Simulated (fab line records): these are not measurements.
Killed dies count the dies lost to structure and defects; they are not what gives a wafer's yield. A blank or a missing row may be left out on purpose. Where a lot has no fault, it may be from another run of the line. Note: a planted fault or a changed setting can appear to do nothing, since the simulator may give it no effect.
fab line records	flow sfqLine
record: lots: 10	wafers: 30	lastDay: 87
route steps=325 shown I2@106
lots that met no fault: from a run of the same line without faults
startH: hours from the record's first day to the start of the lot's first wafer shown	waitH: hours elapsed since this lot's preceding step	" same as the row above	L1.1+2: a single row standing in for several wafers	- no value, or no start was given	* or withheld: withheld	< > ~ a bound
route shown NAME@n: names a module that has steps shown in the file, with the first one's number in the route	usual: the fault-free wafers' mean and standard deviation	same: alike in all rows	chamber/n: place in a boat	sites: the reading at each site	_std_site: standard deviation of those values	_edge_site: mean of outer sites minus mean of inner sites	radiusMm: how far each site lies from the wafer's centre	mask NAME#n: copy n	behind: tool/chamber where the wafer was last shaped	hold: why the lot was held/for how many hours/how that ended	device: the n, p or np transistor that did not switch	end of line: the same wafers' tests at the end of the route	a step with no rows: only its recipe	killed: at the first sort, the dies lost to defects and structure; wafer yield is something else	map: a wafer's dies, x killed, . not, _ none there
set.NAME: the setting the step ran with; set.NAME@STEP: the setting that earlier step ran with	model.NAME: the simulator's own value behind a step, which no gauge read
one table for each step of the route and one row for each wafer, over a sample of lots
services: a tool's chamber out of use, with start hour (startH, from the record's first day; less than 0 if before it), hours out, and reason
== steps ==
step: SFQ_TRILAYER_I2_METRO_MEASURE_065
usual: thkNm: 199.9/0.97
lot.wafer	tool	chamber	startH	waitH	thkNm
L491.2	filmMetro-03	-	686.47	0.3	197.8
L491.4	"	-	"	"	199.0
L491.5	"	-	"	"	199.2
L500.2	filmMetro-02	-	823.70	0.3	204.7
L500.3	"	-	"	"	204.3
L500.5	"	-	"	"	205.6
L502.1	filmMetro-02	-	853.50	0.1	204.7
L502.3	"	-	"	"	205.1
L502.6	"	-	"	"	203.9
L503.1	filmMetro-02	-	953.50	0.1	203.8
L503.2	"	-	"	"	203.2
L503.4	"	-	"	"	204.6
L505.2	filmMetro-01	-	982.41	0.3	201.6
L505.3	"	-	"	"	198.8
L505.4	"	-	"	"	199.8
L507.2	filmMetro-03	-	1003.41	0.3	199.5
L507.3	"	-	"	"	200.2
L507.6	"	-	"	"	200.5
L509.1	filmMetro-01	-	1018.35	0.1	200.0
L509.2	"	-	"	"	201.1
L509.5	"	-	"	"	200.3
L512.1	filmMetro-01	-	1042.35	0.1	199.2
L512.2	"	-	"	"	199.5
L512.3	"	-	"	"	198.1
L513.2	filmMetro-01	-	1057.55	0.3	200.6
L513.5	"	-	"	"	200.0
L513.6	"	-	"	"	199.5
L514.3	filmMetro-03	-	1060.75	0.5	198.5
L514.5	"	-	"	"	199.2
L514.6	"	-	"	"	197.7
== services ==
tool	chamber	startH	hours	kind
filmMetro-03	-	687.75	1.6	pm
filmMetro-02	-	711.30	9.1	repair
filmMetro-03	-	723.25	3.1	pm
filmMetro-01	-	731.47	0.6	pm
filmMetro-03	-	732.33	1.0	pm
filmMetro-02	-	741.68	0.7	pm
filmMetro-01	-	773.52	1.4	pm
filmMetro-02	-	784.03	1.3	pm
filmMetro-02	-	795.53	1.3	pm
filmMetro-01	-	851.70	1.2	pm
filmMetro-03	-	854.42	0.6	pm
filmMetro-03	-	885.04	0.6	pm
filmMetro-01	-	910.01	0.9	pm
filmMetro-01	-	975.78	0.5	pm
filmMetro-03	-	977.33	0.6	pm
filmMetro-01	-	985.05	1.8	pm
filmMetro-02	-	986.68	0.8	pm
filmMetro-01	-	1019.55	0.9	pm
filmMetro-02	-	1029.03	0.4	pm
filmMetro-02	-	1037.29	7.7	pm
filmMetro-02	-	1044.96	1.1	pm
== key ==
firstSign: step: SFQ_TRILAYER_I2_METRO_MEASURE_065	reading: thkNm	direction: up	sigmas: 4.7	usual: 199.9	struck: 204.4
effect none on later readings
metAt SFQ_TRILAYER_I2_METRO_MEASURE_065
struckLots L500,L502,L503
fault: kind: metrologyMatchingOffset	tool: filmMetro-02	chamber: -	onsetH: 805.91	steps: SFQ_TRILAYER_I2_METRO_MEASURE_065	param: thkNm	offset: 3.4504
